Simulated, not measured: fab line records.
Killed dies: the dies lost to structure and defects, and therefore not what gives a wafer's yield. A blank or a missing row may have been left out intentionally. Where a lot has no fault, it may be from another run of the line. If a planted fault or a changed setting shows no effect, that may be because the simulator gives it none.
Which tool is to blame? -- flow sky130 -- 11 lots with 33 wafers sampled at 5 steps, on a route of 708 steps

WHAT THE GAUGES READ, wafer by wafer
SKY_FIELD_ISO_THK_MEAS_02. Usual: for FIELD_ISO_OXIDATION_00_THK the level is 12.16 nm and the standard deviation is 0.26.
lot,measured,on,FIELD_ISO_OXIDATION_00_THK (nm),flag
L112,day 1 11:38,film-metro-01,12.17 12.21 12.08,
L113,day 1 16:39,film-metro-01,12.38 12.60 12.19,
L114,day 1 22:47,film-metro-01,12.12 11.85 11.90,
L115,day 2 02:38,film-metro-02,12.30 12.27 12.31,
L118,day 2 18:19,film-metro-02,12.55 12.53 12.44,
L119,day 2 22:39,film-metro-01,11.79 11.80 12.05,
L122,day 3 14:44,film-metro-01,10.58 10.19 10.53,OFF
L123,day 3 18:46,film-metro-02,10.36 10.23 10.32,OFF
L127,day 4 17:26,film-metro-03,12.12 12.33 12.24,
L128,day 4 21:53,film-metro-01,12.29 12.43 12.25,
L135,day 6 08:44,film-metro-02,11.85 12.03 11.92,

SKY_SD_N_CD_MEAS_07: the cd target is 380 nm. Usual: cd-nm 380 nm, standard deviation 3.2.
lot,measured,on,cd-nm (nm),flag
L112,day 27 07:59,cd-sem-02,381 380 380,
L113,day 28 00:02,cd-sem-01,382 382 380,
L114,day 28 10:44,cd-sem-01,377 375 377,
L115,day 28 14:34,cd-sem-02,379 378 378,
L118,day 29 20:19,cd-sem-01,377 378 375,
L119,day 30 03:59,cd-sem-02,382 383 381,
L122,day 31 16:22,cd-sem-02,376 378 380,
L123,day 31 17:43,cd-sem-01,386 388 386,
L127,day 33 19:05,cd-sem-01,382 383 381,
L128,day 33 19:55,cd-sem-02,381 384 382,
L135,day 36 03:11,cd-sem-02,377 378 378,

SKY_SD_N_OVL_MEAS_08. Usual: for SD_N_OVL the level is 0.0 nm and the standard deviation is 1.2.
lot,measured,on,SD_N_OVL (nm),flag
L112,day 27 08:07,overlay-02,-0.7 -0.3 -0.2,
L113,day 28 00:07,overlay-02,-1.9 -0.6 -2.0,
L114,day 28 10:52,overlay-02,1.2 0.6 -1.3,
L115,day 28 14:40,overlay-02,-1.1 -1.4 -0.1,
L118,day 29 20:25,overlay-01,-2.2 -1.8 -2.4,
L119,day 30 04:04,overlay-02,1.8 0.7 1.4,
L122,day 31 16:28,overlay-02,-0.5 0.7 -0.1,
L123,day 31 17:48,overlay-02,0.9 -0.3 -0.1,
L127,day 33 19:10,overlay-02,0.7 0.7 0.9,
L128,day 33 20:02,overlay-01,-0.5 -0.5 -2.0,
L135,day 36 03:19,overlay-02,0.7 1.8 0.6,

WHICH TOOL RAN EACH LOT (tool, then ch and the chambers of the sampled wafers, then the start)
lot,SKY_FIELD_ISO_OXIDATION_01,SKY_SPACER_ETCHBACK_02
L112,"furnace-02 ch 0, day 1 10:07","rie-diel-01 ch 1,2,3, day 22 09:28"
L113,"furnace-01 ch 0, day 1 15:07","rie-diel-02 ch 0,1,2, day 23 02:30"
L114,"furnace-02 ch 0, day 1 21:16","rie-diel-02 ch 1,2,3, day 23 12:55"
L115,"furnace-01 ch 0, day 2 01:07","rie-diel-02 ch 0,2, day 23 17:06"
L118,"furnace-01 ch 0, day 2 16:47","rie-diel-01 ch 0,2,3, day 25 00:44"
L119,"furnace-02 ch 0, day 2 21:07","rie-diel-01 ch 1,2,3, day 25 08:45"
L122,"furnace-01 ch 0, day 3 13:13","rie-diel-04 ch 1,2,3, day 27 00:15"
L123,"furnace-01 ch 0, day 3 17:14","rie-diel-02 ch 1,3, day 27 01:28"
L127,"furnace-02 ch 0, day 4 15:55","rie-diel-01 ch 0,3, day 29 04:41"
L128,"furnace-02 ch 0, day 4 20:22","rie-diel-04 ch 0,1,2, day 29 06:56"
L135,"furnace-02 ch 0, day 6 07:13","rie-diel-04 ch 1,3, day 31 15:07"
- SKY_FIELD_ISO_OXIDATION_01: stabilise 600 s, purge 300 s, target thk 12 nm.
- SKY_SPACER_ETCHBACK_02: etches Si3N4 in CH3F/O2, stops on SiO2, time 46.7 s, target depth 45 nm.

WHAT THE TOOLS THEMSELVES READ (means of the sampled wafers that have a number; where no wafer has one, the mark that the record gives instead)
SKY_FIELD_ISO_OXIDATION_01. Usual: zone-power-top-pct 31.3 %, standard deviation 0.58; zone-power-upper-pct 20 %, standard deviation 3.9.
lot,tool,zone-power-top-pct (%),zone-power-upper-pct (%),flag
L112,furnace-02,30.5,25,
L113,furnace-01,31.6,17,
L114,furnace-02,30.4,25,
L115,furnace-01,31.9,17,
L118,furnace-01,31.6,17,
L119,furnace-02,30.6,25,
L122,furnace-01,31.9,17,
L123,furnace-01,32.0,17,
L127,furnace-02,30.6,25,
L128,furnace-02,31.0,25,
L135,furnace-02,30.6,25,

SKY_SPACER_ETCHBACK_02. Usual: drypump-motor-current-A 5.9 A, standard deviation 0.47; oes-product-au 0.858 a.u., standard deviation 0.0067; throttle-valve-pct 10.563 %, standard deviation 0.0084.
lot,tool,drypump-motor-current-A (A),oes-product-au (a.u.),throttle-valve-pct (%),flag
L112,rie-diel-01,6.3,0.860,10.567,
L113,rie-diel-02,6.2,0.863,10.566,
L114,rie-diel-02,6.1,0.861,10.563,
L115,rie-diel-02,6.2,0.854,10.571,
L118,rie-diel-01,6.0,0.859,10.564,
L119,rie-diel-01,6.3,0.859,10.561,
L122,rie-diel-04,5.4,0.848,10.556,
L123,rie-diel-02,6.2,0.850,10.561,
L127,rie-diel-01,5.9,0.860,10.570,
L128,rie-diel-04,5.4,0.866,10.561,
L135,rie-diel-04,5.3,0.857,10.562,

THE ANSWER, worked out from the rows above alone
Rule: a lot counts as off when the mean over its wafers that have a number is more than 3 standard deviations away from the usual mean. A lot without any number at a reading at which 4 lots or more have one is off too. Any other lot the step has rows for is counted as sound. Order of review: gauges by route order, followed by the tools' own readings, for which a lot's mean as printed above is used. At the first step where some lot is off, the reading lying furthest off is the one used; lots without a number count as furthest.
Off: at SKY_FIELD_ISO_THK_MEAS_02 (FIELD_ISO_OXIDATION_00_THK), L122, L123.
A tool fits if, at a process step before that reading, it ran every lot that is off, and no sound lot after the first of them. The gauges at SKY_FIELD_ISO_THK_MEAS_02 are tried like those tools. One fits: furnace-01 at SKY_FIELD_ISO_OXIDATION_01. Its last sound lot is L118 (day 2 16:47), its first lot that is off L122 (day 3 13:13): a fault that began between those two fits.

WHAT THE SIMULATOR HAD INSERTED
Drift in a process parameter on furnace-01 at SKY_FIELD_ISO_OXIDATION_01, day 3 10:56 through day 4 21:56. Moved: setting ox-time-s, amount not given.
Shown lots that were struck: L122, L123. The same result came from the rule above.
